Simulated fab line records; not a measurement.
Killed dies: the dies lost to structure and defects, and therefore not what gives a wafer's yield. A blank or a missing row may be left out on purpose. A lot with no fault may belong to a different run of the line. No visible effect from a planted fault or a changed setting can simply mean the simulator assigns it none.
Which tool did it?	flow gf180mcu	33 wafers from 11 lots sampled at 6 of the route's 602 steps

== WHAT THE GAUGES READ, wafer by wafer ==
GF_V2_OVL_MEAS_15. Usual: V2_OVL typically reads 5 nm, with standard deviation 4.6.
lot	measured	on	V2_OVL (nm)	flag
L967	day 20 17:49	overlay-02	-2 5 -2	
L968	day 20 23:39	overlay-01	18 12 10	
L969	day 21 06:16	overlay-02	1 3 7	
L971	day 22 12:18	overlay-01	0 3 -1	
L972	day 22 23:42	overlay-02	4 8 6	
L973	day 23 07:44	overlay-01	7 10 1	
L977	day 25 01:45	overlay-01	6 1 3	
L979	day 25 06:13	overlay-01	-1 5 -6	
L981	day 25 23:11	overlay-01	11 10 4	
L988	day 28 00:09	overlay-01	3 2 3	
L989	day 28 19:16	overlay-02	9 3 13	

GF_V2_RS_MEAS_24: the measuring method here is four-point-probe. Usual: V2_W_RS typically reads 0.327 ohm/sq, with standard deviation 0.0043.
lot	measured	on	V2_W_RS (ohm/sq)	flag
L967	day 20 18:44	film_metro-03	0.325 0.327 0.323	
L968	day 21 00:35	film_metro-02	0.330 0.330 0.333	
L969	day 21 07:10	film_metro-02	0.325 0.324 0.324	
L971	day 22 13:15	film_metro-01	0.329 0.334 0.331	
L972	day 23 00:38	film_metro-03	0.326 0.325 0.323	
L973	day 23 08:40	film_metro-02	0.321 0.323 0.320	
L977	day 25 02:41	film_metro-03	0.332 0.330 0.329	
L979	day 25 07:07	film_metro-02	0.327 0.330 0.329	
L981	day 26 00:07	film_metro-01	0.325 0.322 0.321	
L988	day 28 01:25	film_metro-01	0.318 0.323 0.322	
L989	day 28 20:11	film_metro-02	0.326 0.326 0.324	

GF_M3_RS_MEAS_05: the measuring method here is four-point-probe. Usual: M3_ALCU_RS typically reads 0.0696 ohm/sq, with standard deviation 0.00085.
lot	measured	on	M3_ALCU_RS (ohm/sq)	flag
L967	day 20 19:26	film_metro-04	0.0709 0.0702 0.0696	
L968	day 21 01:17	film_metro-04	0.0697 0.0695 0.0695	
L969	day 21 07:53	film_metro-04	0.0705 0.0685 0.0702	
L971	day 22 13:57	film_metro-04	0.0688 0.0692 0.0700	
L972	day 23 01:20	film_metro-04	0.0695 0.0701 0.0701	
L973	day 23 09:22	film_metro-04	0.0685 0.0682 0.0674	
L977	day 25 04:10	film_metro-02	0.0693 0.0693 0.0693	
L979	day 25 08:01	film_metro-04	0.0694 0.0700 0.0696	
L981	day 26 00:49	film_metro-04	0.0698 0.0705 0.0696	
L988	day 28 02:07	film_metro-04	0.0691 0.0695 0.0707	
L989	day 28 20:53	film_metro-01	0.0700 0.0700 0.0987	OFF

GF_M3_THK_MEAS_06: measures by xrf. Usual: M3_ALCU_THK typically reads 445 nm, with standard deviation 5.9.
lot	measured	on	M3_ALCU_THK (nm)	flag
L967	day 20 19:34	film_metro-04	435 438 445	
L968	day 21 01:24	film_metro-04	444 443 445	
L969	day 21 08:00	film_metro-04	437 451 439	
L971	day 22 14:04	film_metro-04	448 445 442	
L972	day 23 01:28	film_metro-04	444 442 439	
L973	day 23 09:28	film_metro-04	447 453 453	
L977	day 25 04:16	film_metro-02	442 442 444	
L979	day 25 08:08	film_metro-04	440 435 438	
L981	day 26 00:55	film_metro-04	445 443 447	
L988	day 28 02:14	film_metro-04	451 447 441	
L989	day 28 21:00	film_metro-01	443 445 316	OFF

== WHAT TOOL EACH LOT RAN ON (gives the tool, then ch and the chambers of the sampled wafers, and finally the start) ==
lot	GF_V2_ETCH_17	GF_M3_SPUTTER_02
L967	rie_diel-01 ch 0,2,3, day 20 18:44 or earlier	pvd_sputter-01, day 20 19:21
L968	rie_diel-02 ch 2,3, day 21 00:35 or earlier	pvd_sputter-04, day 21 01:11
L969	rie_diel-01 ch 1,2,3, day 21 07:10 or earlier	pvd_sputter-01, day 21 07:47
L971	rie_diel-02 ch 0,2,3, day 22 13:15 or earlier	pvd_sputter-02, day 22 13:52
L972	rie_diel-02 ch 0,1, day 23 00:38 or earlier	pvd_sputter-01, day 23 01:15
L973	rie_diel-03 ch 1,2, day 23 08:40 or earlier	pvd_sputter-04, day 23 09:14
L977	rie_diel-03 ch 1,2,3, day 25 02:41 or earlier	pvd_sputter-01, day 25 04:03
L979	rie_diel-01 ch 0,2, day 25 07:07 or earlier	pvd_sputter-02, day 25 07:55
L981	rie_diel-01 ch 0,3, day 26 00:07 or earlier	pvd_sputter-04, day 26 00:42
L988	rie_diel-03 ch 0,1, day 28 01:25 or earlier	pvd_sputter-04, day 28 02:01
L989	rie_diel-01 ch 0,2,3, day 28 20:11 or earlier	pvd_sputter-02, day 28 20:47
- GF_V2_ETCH_17: etches SiO2 in C4F8/O2/Ar, stops on TiN, target depth 630 nm.
- GF_M3_SPUTTER_02: material AlCu, target thk 450 nm, time 23.9 s.

== AS READ BY THE TOOLS THEMSELVES (means over the sampled wafers that have a number; for cases with no such wafer, the mark the record gives instead) ==
GF_V2_ETCH_17. Usual: oes_product_au at 0.857 a.u., with a standard deviation of 0.0048.
lot	tool	oes_product_au (a.u.)	flag
L967	rie_diel-01	0.853	
L968	rie_diel-02	0.856	
L969	rie_diel-01	0.857	
L971	rie_diel-02	0.858	
L972	rie_diel-02	0.857	
L973	rie_diel-03	0.860	
L977	rie_diel-03	0.854	
L979	rie_diel-01	0.856	
L981	rie_diel-01	0.858	
L988	rie_diel-03	0.855	
L989	rie_diel-01	0.855	

GF_M3_SPUTTER_02. Usual: throttle_valve_pct at 29.8 %, with a standard deviation of 1.4.
lot	tool	throttle_valve_pct (%)	flag
L967	pvd_sputter-01	28.6	
L968	pvd_sputter-04	32.0	
L969	pvd_sputter-01	29.8	
L971	pvd_sputter-02	30.4	
L972	pvd_sputter-01	29.9	
L973	pvd_sputter-04	32.0	
L977	pvd_sputter-01	28.6	
L979	pvd_sputter-02	30.3	
L981	pvd_sputter-04	31.0	
L988	pvd_sputter-04	30.6	
L989	pvd_sputter-02	29.9	

== THE ANSWER, worked out from the rows above alone ==
Rule: a lot counts as off when the mean over its wafers that have a number is more than 3 standard deviations away from the usual mean. A lot without any number at a reading at which 4 lots or more have one is off too. All remaining lots with rows at the step are treated as sound. After the gauges, taken in route order, come the tools' own readings; for these a lot's mean is taken, as printed above. The first step at which some lot is off is used, and at that step the reading that is off furthest; a lot without a number counts as furthest.
Off: at GF_M3_RS_MEAS_05 (M3_ALCU_RS), L989.
A tool fits if, at a process step before that reading, it ran every lot that is off, and no sound lot after the first of them. Gauges at GF_M3_RS_MEAS_05: tried the same way as those tools. GF_V2_ETCH_17: start missing for some lots; hours and lot order therefore follow GF_V2_RS_MEAS_24. Can't be told from this: 3 tools fit, rie_diel-01 at GF_V2_ETCH_17, pvd_sputter-02 at GF_M3_SPUTTER_02, film_metro-01 at GF_M3_RS_MEAS_05.

== WHAT THE SIMULATOR HAD PUT IN ==
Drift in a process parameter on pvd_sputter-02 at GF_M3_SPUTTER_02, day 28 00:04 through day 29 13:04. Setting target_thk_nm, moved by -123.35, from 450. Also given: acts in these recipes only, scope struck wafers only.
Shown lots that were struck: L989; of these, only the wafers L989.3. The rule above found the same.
